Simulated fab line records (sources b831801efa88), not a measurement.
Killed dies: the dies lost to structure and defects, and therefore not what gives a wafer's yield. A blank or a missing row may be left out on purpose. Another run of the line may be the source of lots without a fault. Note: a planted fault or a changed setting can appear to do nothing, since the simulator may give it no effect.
Split-lot trial | flow gf180mcu | on a route of 602 steps: 5 lots, 23 wafers read

== THE SPLIT ==
At GF_NSD_COAT_02 (resist thk 1000 nm), the setting resistThkNm was moved away from the recipe's 1000 nm on 5 of the 23 wafers read, by -5.2% to -4.3%. This setting was run at the recipe's value on the other wafers.

The reading comes from the split's own step.

== THE READING ==
NOVOLAK_of_NSD_COAT_02.thkNm (the simulator's own value, which no gauge read), in nm, at GF_NSD_COAT_02 (resist thk 1000 nm). There is no usual value for it anywhere in the file. The 18 wafers here that ran the recipe average 1000.6 nm, standard deviation 2.5 nm.

wafer  | tool, chamber at the split | resistThkNm as run, nm | against the recipe | NOVOLAK_of_NSD_COAT_02.thkNm, nm | against lot-mates on the recipe
L074.1 | lithoTrack-02, 0           | 1000                   | recipe             | 1004                             | -
L074.2 | lithoTrack-02, 0           | 1000                   | recipe             | 1003                             | -
L074.6 | lithoTrack-02, 0           | 1000                   | recipe             | 1001                             | -
L076.1 | lithoTrack-04, 0           | 1000                   | recipe             | 1002                             | -
L076.2 | lithoTrack-04, 0           | 1000                   | recipe             | 1005                             | -
L076.4 | lithoTrack-04, 0           | 1000                   | recipe             | 1000                             | -
L076.5 | lithoTrack-04, 0           | 1000                   | recipe             | 1004                             | -
L076.6 | lithoTrack-04, 0           | 1000                   | recipe             | 998.2                            | -
L077.1 | lithoTrack-01, 0           | 1000                   | recipe             | 996.3                            | -
L077.2 | lithoTrack-01, 0           | 1000                   | recipe             | 997.2                            | -
L077.3 | lithoTrack-01, 0           | 1000                   | recipe             | 999.5                            | -
L077.5 | lithoTrack-01, 0           | 1000                   | recipe             | 998.1                            | -
L077.6 | lithoTrack-01, 0           | 1000                   | recipe             | 998.7                            | -
L079.1 | lithoTrack-04, 0           | 956.8                  | -4.3%              | 958.7                            | -43.3
L079.5 | lithoTrack-04, 0           | 956.8                  | -4.3%              | 958.7                            | -43.3
L079.2 | lithoTrack-04, 0           | 1000                   | recipe             | 1001                             | -
L079.3 | lithoTrack-04, 0           | 1000                   | recipe             | 1001                             | -
L079.4 | lithoTrack-04, 0           | 1000                   | recipe             | 1004                             | -
L080.1 | lithoTrack-02, 0           | 1000                   | recipe             | 999                              | -
L080.2 | lithoTrack-02, 0           | 1000                   | recipe             | 999.2                            | -
L080.4 | lithoTrack-02, 0           | 947.7                  | -5.2%              | 945.4                            | -53.7
L080.5 | lithoTrack-02, 0           | 947.7                  | -5.2%              | 950                              | -49.1
L080.6 | lithoTrack-02, 0           | 947.7                  | -5.2%              | 947.5                            | -51.6

THE FIT
A straight line over all 23 wafers: NOVOLAK_of_NSD_COAT_02.thkNm changes by +10 nm for each +1% of resistThkNm; r = +0.99; the points scatter about the line by 2.5 nm.
The same after taking each lot's own level away (the mean of its wafers on the recipe; 23 wafers): +9.9 nm for each +1%; r = +1.00; scatter 1.7 nm.
On that fit, the largest move of resistThkNm shifts the reading by 52 nm.
The lots' own levels span 997.96 to 1002.67 nm, that is 1.9 times the standard deviation above.
Hence the lot-to-lot level has little effect on the slope; both slopes agree.
Check: for one of the wafers moved furthest among these (-5.2%), held out of the fit, the line's prediction against its lot-mates is -51.2 nm. It came out at -53.7 nm against them.

== THE WHOLE CHAIN: every reading that the file lists as answering this split, in the file's order ==
step            | what it does       | reading                                                                       | change (the file's fit)              | r (the file's)
GF_NSD_COAT_02  | resist thk 1000 nm | NOVOLAK_of_NSD_COAT_02.thkNm (the simulator's own value, which no gauge read) | +9.9 nm for each +1% of the setting  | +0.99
GF_NSD_STRIP_11 | strips in O2/N2    | stripTimeToEndpointS                                                          | withheld for each +1% of the setting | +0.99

== THE FILE'S OWN FIT ==
NOVOLAK_of_NSD_COAT_02.thkNm changes by +9.9 nm for each +1% of resistThkNm, r = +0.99.
